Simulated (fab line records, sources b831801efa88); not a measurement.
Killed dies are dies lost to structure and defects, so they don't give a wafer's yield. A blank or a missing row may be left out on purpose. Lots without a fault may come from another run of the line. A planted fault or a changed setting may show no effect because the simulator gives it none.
Problem report in the 8D (eight disciplines) form, filled by code | flow gf180mcu | the parts of the form that need people (team, actions taken, sign-off) are left out

1. THE PROBLEM
M1_ALCU_RS at GF_M1_RS_MEAS_05 reads a mean of 0.2575 ohm/sq on 3 wafers of 2 lots; wafers without a fault read 0.0696 ohm/sq with a standard deviation of 0.00066. That is +99 or more standard deviations from the usual mean.
The step: measures by four-point-probe.
First seen on wafer L876.2, day 22 11:41, on film_metro-02. The record holds 36 wafers of 12 lots with a number at this step. Rule for "out", or "out of limits": more than 4 standard deviations from the usual mean. The other wafers with a number count as sound.

2. WHAT IT IS AND WHAT IT IS NOT
question                    | is                           | is not
which readings at this step | M1_ALCU_RS                   | -
which lots                  | L876, L877                   | L861, L863, L864, L865, L868, L869, L871, L878, L883, L884
which wafers of those lots  | L876.2, L876.4, L877.4       | L876.3, L877.3, L877.5
read on which gauges        | film_metro-02, film_metro-03 | film_metro-01
when                        | from day 22 11:41            | up to then (22 sound wafers); but 11 sound wafers of L877, L878, L883, L884 came after

3. SUSPECTS, AND WHAT RULES EACH OUT
Counting: a tool at a process step up to the reading stays a suspect if it ran every lot that is out. Sound lots after the first of them don't rule it out here, since some wafers of a struck lot are sound.
- the gauge at GF_M1_RS_MEAS_05: ruled out. The wafers that are out were read on 2 gauges (film_metro-02, film_metro-03).
- pvd_sputter-03 at GF_CONTACT_SPUTTER_23 (material TiN, target thk 10 nm, time 40 s): kept. It ran every lot that is out, first L876 (day 22 10:49); its last sound lot up to then is L865 (day 18 06:13).
- pvd_sputter-02 at GF_M1_SPUTTER_01 (material TiN, target thk 30 nm, time 25 s): kept. It ran every lot that is out, first L876 (day 22 11:32); its last sound lot up to then is L871 (day 20 09:12).
- pvd_sputter-02 at GF_M1_SPUTTER_02 (material AlCu, target thk 450 nm, time 23.9 s): kept. It ran every lot that is out, first L876 (day 22 11:34); its last sound lot up to then is L871 (day 20 09:14).
Left after counting: pvd_sputter-03 at GF_CONTACT_SPUTTER_23, pvd_sputter-02 at GF_M1_SPUTTER_01, pvd_sputter-02 at GF_M1_SPUTTER_02.

4. THE CAUSE (what the simulator had put in)
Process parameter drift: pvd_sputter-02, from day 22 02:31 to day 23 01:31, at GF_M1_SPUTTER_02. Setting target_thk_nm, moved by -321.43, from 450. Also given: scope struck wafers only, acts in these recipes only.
Counting left 3 suspects, and this tool is among them.

5. THE CHAIN OF EFFECTS, in route order
Each row: a reading whose mean over the struck wafers that have a number lies more than 3 standard deviations from the usual. Only readings for which the record gives a usual standard deviation are gone through. hours: the time from each lot's start at the first step in this table that gives one to its start at this step, as a median over the lots. sigmas: the change in usual standard deviations.
hours | step              | reading     | usual         | on struck wafers | change  | sigmas
0     | GF_M1_RS_MEAS_05  | M1_ALCU_RS  | 0.0696 ohm/sq | 0.2575           | +0.1879 | +99 or more
0     | GF_M1_THK_MEAS_06 | M1_ALCU_THK | 452 nm        | 128              | -324    | -65
25    | GF_V1_BOW_MEAS_05 | V1_BOW      | 82 um         | 105              | +23     | +3.1
73    | GF_V2_BOW_MEAS_05 | V2_BOW      | 100 um        | 125              | +25     | +3.2

6. WHAT WOULD HAVE CAUGHT IT SOONER
In this record the first reading out of limits at a measuring or inspecting step was taken at day 22 11:41, 9 hours after the fault began at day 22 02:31.
Of the tool readings at GF_M1_SPUTTER_02 for which the record gives a usual standard deviation, none was out on any struck wafer, so an alarm limit of 4 standard deviations on them would not have fired.
Of the lots that are out (2), L877 began GF_M1_SPUTTER_02 on pvd_sputter-02 after day 22 11:41. A hold on the tool at that time would have spared it.
